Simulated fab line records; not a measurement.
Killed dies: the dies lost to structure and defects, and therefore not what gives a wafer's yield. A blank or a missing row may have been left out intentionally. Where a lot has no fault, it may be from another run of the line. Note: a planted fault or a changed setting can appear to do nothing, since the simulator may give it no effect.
Check of tool commonality -- flow sky130 -- Sampled: 12 lots, 42 wafers

## REASON IT WAS OPENED
Of 12 lots, 2 have the reading VT_ADJUST_HVTP_TW flagged at SKY_VT_ADJUST_HVTP_TW_MEAS_11. Fault-free wafers read 1357, with a standard deviation of 9.1.
Rule: a lot is flagged when every wafer of it that has a number lies more than 4 standard deviations from that mean, or none has a number. All remaining lots are regarded as sound.

lot,measured,on,"VT_ADJUST_HVTP_TW, wafer by wafer",flag
L986,day 7 05:14,film-metro-03,1351 1361 1359,
L987,day 7 08:39,film-metro-01,1357 1364 1371,
L988,day 7 13:10,film-metro-04,1354 1357 1357,
L989,day 7 20:26,film-metro-04,1360 1345 1352,
L990,day 8 04:33,film-metro-01,1351 1366 1368,
L991,day 8 12:35,film-metro-04,1353 1350 1363,
L994,day 9 06:13,film-metro-03,1354 1357 1353,
L997,day 9 23:05,film-metro-01,30 30 30 30 30 30,FLAGGED
L100,day 11 00:23,film-metro-04,30 30 30 30 30 30,FLAGGED
L101,day 11 03:37,film-metro-04,1350 1353 1360,
L103,day 11 14:26,film-metro-01,1367 1368 1361,
L104,day 12 01:13,film-metro-04,1349 1349 1357,
Averaged over the flagged lots the numbers come to 30, -1327 from the usual (-99 or more standard deviations).

## WHICH TOOL RAN EACH LOT
Before the reading, the record contains 2 process steps out of a 708-step route. Read each cell as the tool, then ch plus the chambers that the sampled wafers visited, then the start.
lot,flag,SKY_FIELD_ISO_ETCH_14,SKY_VT_ADJUST_HVTP_DEVELOP_06
L986,,"rie-diel-04 ch 0,1,3, day 3 03:29","litho-track-01 ch 0, day 7 04:40"
L987,,"rie-diel-03 ch 0,1,2, day 3 06:56","litho-track-01 ch 0, day 7 08:07"
L988,,"rie-diel-04 ch 0,1,3, day 3 11:07","litho-track-03 ch 0, day 7 12:37"
L989,,"rie-diel-04 ch 1,3, day 3 16:01","litho-track-01 ch 0, day 7 19:54"
L990,,"rie-diel-01 ch 0,1, day 3 23:01","litho-track-01 ch 0, day 8 04:01"
L991,,"rie-diel-04 ch 0,2,3, day 4 05:04","litho-track-01 ch 0, day 8 12:01"
L994,,"rie-diel-03 ch 0,1,3, day 4 19:17","litho-track-04 ch 0, day 9 05:41"
L997,FLAGGED,"rie-diel-01 ch 1,2,3, day 5 10:04","litho-track-01 ch 0, day 9 22:33"
L100,FLAGGED,"rie-diel-04 ch 0,1,3, day 6 04:04","litho-track-01 ch 0, day 10 23:49"
L101,,"rie-diel-01 ch 0,1,3, day 6 06:55","litho-track-03 ch 0, day 11 03:04"
L103,,"rie-diel-03 ch 0,2,3, day 6 18:07","litho-track-03 ch 0, day 11 13:53"
L104,,"rie-diel-04 ch 0,2,3, day 7 01:37","litho-track-03 ch 0, day 12 00:40"
These steps, and what they do:
- SKY_FIELD_ISO_ETCH_14: etches BARC in N2/H2, stops on SiO2, time 45.9 s, target depth 60 nm.
- SKY_VT_ADJUST_HVTP_DEVELOP_06: develop time 60 s.
- SKY_VT_ADJUST_HVTP_TW_MEAS_11

## FLAGGED OVER TOTAL, TOOL BY TOOL (the gauges that took the reading come last)
step,tool,lots run,flagged,share of the flagged lots,sound lots run after its first flagged lot
SKY_FIELD_ISO_ETCH_14,rie-diel-01,3,1,some,1 (L101)
SKY_FIELD_ISO_ETCH_14,rie-diel-03,3,0,none,-
SKY_FIELD_ISO_ETCH_14,rie-diel-04,6,1,some,1 (L104)
SKY_VT_ADJUST_HVTP_DEVELOP_06,litho-track-01,7,2,all,0
SKY_VT_ADJUST_HVTP_DEVELOP_06,litho-track-03,4,0,none,-
SKY_VT_ADJUST_HVTP_DEVELOP_06,litho-track-04,1,0,none,-
SKY_VT_ADJUST_HVTP_TW_MEAS_11,film-metro-01,4,1,some,1 (L103)
SKY_VT_ADJUST_HVTP_TW_MEAS_11,film-metro-03,2,0,none,-
SKY_VT_ADJUST_HVTP_TW_MEAS_11,film-metro-04,6,1,some,"2 (L101,L104)"

## WHAT IS ALLOWED BY THE TABLE
1 row of the table ran every flagged lot: litho-track-01 at SKY_VT_ADJUST_HVTP_DEVELOP_06.
- litho-track-01 at SKY_VT_ADJUST_HVTP_DEVELOP_06: 2 of its 7 lots flagged. A fault beginning between L991 (day 8 12:01), its last sound lot, and L997 (day 9 22:33), its first flagged one, fits the data.
Just one tool remains: litho-track-01 at SKY_VT_ADJUST_HVTP_DEVELOP_06.

## WHAT THE SIMULATOR HAD INSERTED
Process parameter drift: litho-track-01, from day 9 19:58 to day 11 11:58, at SKY_VT_ADJUST_HVTP_DEVELOP_06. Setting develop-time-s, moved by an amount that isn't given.
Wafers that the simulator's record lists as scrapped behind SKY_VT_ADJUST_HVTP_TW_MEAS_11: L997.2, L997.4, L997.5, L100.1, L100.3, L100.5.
Lots struck among those shown: L997, L100. This agrees with what the rule above found.
